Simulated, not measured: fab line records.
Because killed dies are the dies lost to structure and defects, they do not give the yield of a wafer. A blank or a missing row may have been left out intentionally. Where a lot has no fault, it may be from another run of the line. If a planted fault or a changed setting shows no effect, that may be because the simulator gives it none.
Problem report in the 8D (eight disciplines) form, filled by code || flow gf180mcu || the parts of the form that need people (team, actions taken, sign-off) are left out

1. THE ISSUE
Mean of spin-speed-rpm at GF_HV_LDD_COAT_02: 3239.9 rpm across 6 wafers in 2 lots; on wafers with no fault it is 2999.7 rpm (standard deviation 2). So: +99 or more standard deviations from the usual mean.
The step: resist thk 1000 nm.
First seen on wafer L950.2, day 13 11:25, on litho-track-04. The record has a number at this step for 36 wafers belonging to 12 lots. Rule for "out" (also "out of limits"): further than 4 standard deviations from the usual mean. The rest of the wafers with a number are treated as sound.

2. WHAT THIS IS AND IS NOT
{"question": "which readings at this step", "is": "spin-speed-rpm", "is not": "-"}
{"question": "which lots", "is": "L950, L951", "is not": "L937, L938, L939, L940, L942, L944, L954, L956, L957, L960"}
{"question": "which wafers of those lots", "is": "all that have a number", "is not": "-"}
{"question": "read on which tools", "is": "litho-track-04", "is not": "litho-track-01, litho-track-03"}
{"question": "when", "is": "from day 13 11:25", "is not": "up to then (18 sound wafers); but 12 sound wafers of L954, L956, L957, L960 came after"}

3. WHAT RULES OUT EACH SUSPECT
Counting: any tool at a process step up to the reading is kept as a suspect provided that every lot that is out went through it and no sound lot did after the first of them.
- litho-track-04 at GF_HV_LDD_COAT_02 (resist thk 1000 nm): kept. It processed each lot that is out, first L950 at day 13 11:25, and no sound lot thereafter; up to then, the last sound lot it processed was L939 at day 10 07:32. Its own spin-speed-rpm readings are out on those wafers.
Remaining after the count: litho-track-04 at GF_HV_LDD_COAT_02.

4. THE CAUSE (what the simulator had put in)
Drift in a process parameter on litho-track-04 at GF_HV_LDD_COAT_02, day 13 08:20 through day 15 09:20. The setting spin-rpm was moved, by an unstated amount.
Only this tool survived the counting.

5. SEQUENCE OF EFFECTS, ordered by route
Each row: a reading where the mean over the struck wafers with a number is more than 3 standard deviations away from the usual. Scope: only readings with a usual standard deviation given in the record; hours: median across lots of the time from each lot's start at the first step in this table that gives one to its start at this step; sigmas: change in usual standard deviations.
{"hours": 0, "step": "GF_HV_LDD_COAT_02", "reading": "spin-speed-rpm", "usual": "2999.7 rpm", "on struck wafers": 3239.9, "change": "+240.2", "sigmas": "+99 or more"}
{"hours": 11, "step": "GF_HV_LDD_STRIP_10", "reading": "strip-time-to-endpoint-s", "usual": "12.64 s", "on struck wafers": 12.19, "change": -0.45, "sigmas": -15}
Process steps it contains:
- GF_HV_LDD_COAT_02: resist thk 1000 nm.
- GF_HV_LDD_STRIP_10: strips in O2/N2.

6. WHAT WOULD HAVE CAUGHT IT SOONER
First out-of-limits reading in this record: day 13 11:25, which is 3 hours after fault onset at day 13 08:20.
